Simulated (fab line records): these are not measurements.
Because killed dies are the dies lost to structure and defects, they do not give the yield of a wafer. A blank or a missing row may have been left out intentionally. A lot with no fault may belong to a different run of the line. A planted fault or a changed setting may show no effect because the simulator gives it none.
What tool caused it? / flow sky130 / 27 wafers from 9 lots sampled at 4 of the route's 708 steps

WHAT THE GAUGES SHOWED, per wafer
SKY_NWELL_OVL_MEAS_10.
lot=L299; measured=day 4 16:10; on=overlay-02; NWELL_00_OVL (nm)=-0.9 0.4 1.4
lot=L300; measured=day 4 20:19; on=overlay-01; NWELL_00_OVL (nm)=-3.4 0.0 -1.5
lot=L301; measured=day 5 01:51; on=overlay-02; NWELL_00_OVL (nm)=-0.3 0.3 0.4
lot=L302; measured=day 5 08:00; on=overlay-02; NWELL_00_OVL (nm)=-2.4 -0.7 -1.3
lot=L303; measured=day 5 14:20; on=overlay-01; NWELL_00_OVL (nm)=-0.8 -0.3 -0.5
lot=L306; measured=day 6 07:18; on=overlay-02; NWELL_00_OVL (nm)=-0.6 -0.1 -0.7
lot=L307; measured=day 6 14:15; on=overlay-02; NWELL_00_OVL (nm)=1.0 2.9 1.0
lot=L308; measured=day 6 17:37; on=overlay-02; NWELL_00_OVL (nm)=-1.1 -1.6 -1.4
lot=L309; measured=day 6 23:52; on=overlay-02; NWELL_00_OVL (nm)=0.3 -1.7 1.3

SKY_VT_ADJUST_HVTR_TW_MEAS_11.
lot=L299; measured=day 9 15:45; on=film-metro-04; VT_ADJUST_HVTR_TW=208.5 207.7 207.8
lot=L300; measured=day 9 20:21; on=film-metro-02; VT_ADJUST_HVTR_TW=211.2 211.2 213.0
lot=L301; measured=day 10 05:03; on=film-metro-03; VT_ADJUST_HVTR_TW=207.8 207.8 207.2
lot=L302; measured=day 10 12:16; on=film-metro-02; VT_ADJUST_HVTR_TW=210.0 210.8 210.5
lot=L303; measured=day 10 19:37; on=film-metro-03; VT_ADJUST_HVTR_TW=207.3 207.9 208.2
lot=L306; measured=day 11 17:52; on=film-metro-04; VT_ADJUST_HVTR_TW=303.3 303.5 304.6 305.8 303.7 306.5
lot=L307; measured=day 12 06:15; on=film-metro-04; VT_ADJUST_HVTR_TW=303.1 301.9 302.7 303.4 301.9 302.9
lot=L308; measured=day 12 06:50; on=film-metro-04; VT_ADJUST_HVTR_TW=300.7 302.2 301.6 303.2 304.4 302.7
lot=L309; measured=day 12 15:35; on=film-metro-03; VT_ADJUST_HVTR_TW=300.8 302.3 300.2 301.7 301.9 301.1

SKY_SD_N_CD_MEAS_07 targets a cd of 380 nm.
lot=L299; measured=day 28 05:42; on=cd-sem-01; cd-nm (nm)=380.0 380.5 379.7
lot=L300; measured=day 28 13:13; on=cd-sem-01; cd-nm (nm)=380.3 379.0 380.1
lot=L301; measured=day 28 16:12; on=cd-sem-01; cd-nm (nm)=376.9 376.5 377.2
lot=L302; measured=day 29 03:22; on=cd-sem-01; cd-nm (nm)=379.0 378.1 379.3
lot=L303; measured=day 29 19:00; on=cd-sem-01; cd-nm (nm)=379.7 381.9 381.8

WHAT TOOL EACH LOT RAN ON (gives the tool, then ch and the chambers of the sampled wafers, and finally the start)
lot=L299; SKY_VT_ADJUST_HVTR_IMPLANT_09=implanter-03 ch 0, day 9 15:30
lot=L300; SKY_VT_ADJUST_HVTR_IMPLANT_09=implanter-02 ch 0, day 9 20:09
lot=L301; SKY_VT_ADJUST_HVTR_IMPLANT_09=implanter-03 ch 0, day 10 04:48
lot=L302; SKY_VT_ADJUST_HVTR_IMPLANT_09=implanter-02 ch 0, day 10 12:02
lot=L303; SKY_VT_ADJUST_HVTR_IMPLANT_09=implanter-01 ch 0, day 10 19:23
lot=L306; SKY_VT_ADJUST_HVTR_IMPLANT_09=implanter-02 ch 0, day 11 17:37
lot=L307; SKY_VT_ADJUST_HVTR_IMPLANT_09=implanter-01 ch 0, day 12 06:00
lot=L308; SKY_VT_ADJUST_HVTR_IMPLANT_09=implanter-03 ch 0, day 12 06:36
lot=L309; SKY_VT_ADJUST_HVTR_IMPLANT_09=implanter-01 ch 0, day 12 15:21
- SKY_VT_ADJUST_HVTR_IMPLANT_09

WHAT THE TOOLS THEMSELVES READ (means of the sampled wafers that have a number; where no wafer has one, the mark that the record gives instead)
The record holds no such reading with a usual standard deviation.

THE ANSWER, worked out from the rows above alone
Rule: usual is defined by the lots themselves. Put in order of their means at a reading, lots are off if they are a third of the lots or fewer, leave a main group of 4 or more, and stand apart from it by a gap of 3 or more times the standard deviation of the main group's means; of several such gaps the widest counts. The tables above print the reading to a certain number of digits; a main group whose means all agree to those digits is not used. A lot without any number at a reading at which 4 lots or more have one is off too. The other lots that the step has rows for count as sound. After the gauges, taken in route order, come the tools' own readings; for these a lot's mean is taken, as printed above. At the first step where some lot is off, the reading lying furthest off is the one used; lots without a number count as furthest.
Across all readings shown, no lot is off: no conclusion can be drawn from this.

WHAT HAD BEEN PUT IN BY THE SIMULATOR
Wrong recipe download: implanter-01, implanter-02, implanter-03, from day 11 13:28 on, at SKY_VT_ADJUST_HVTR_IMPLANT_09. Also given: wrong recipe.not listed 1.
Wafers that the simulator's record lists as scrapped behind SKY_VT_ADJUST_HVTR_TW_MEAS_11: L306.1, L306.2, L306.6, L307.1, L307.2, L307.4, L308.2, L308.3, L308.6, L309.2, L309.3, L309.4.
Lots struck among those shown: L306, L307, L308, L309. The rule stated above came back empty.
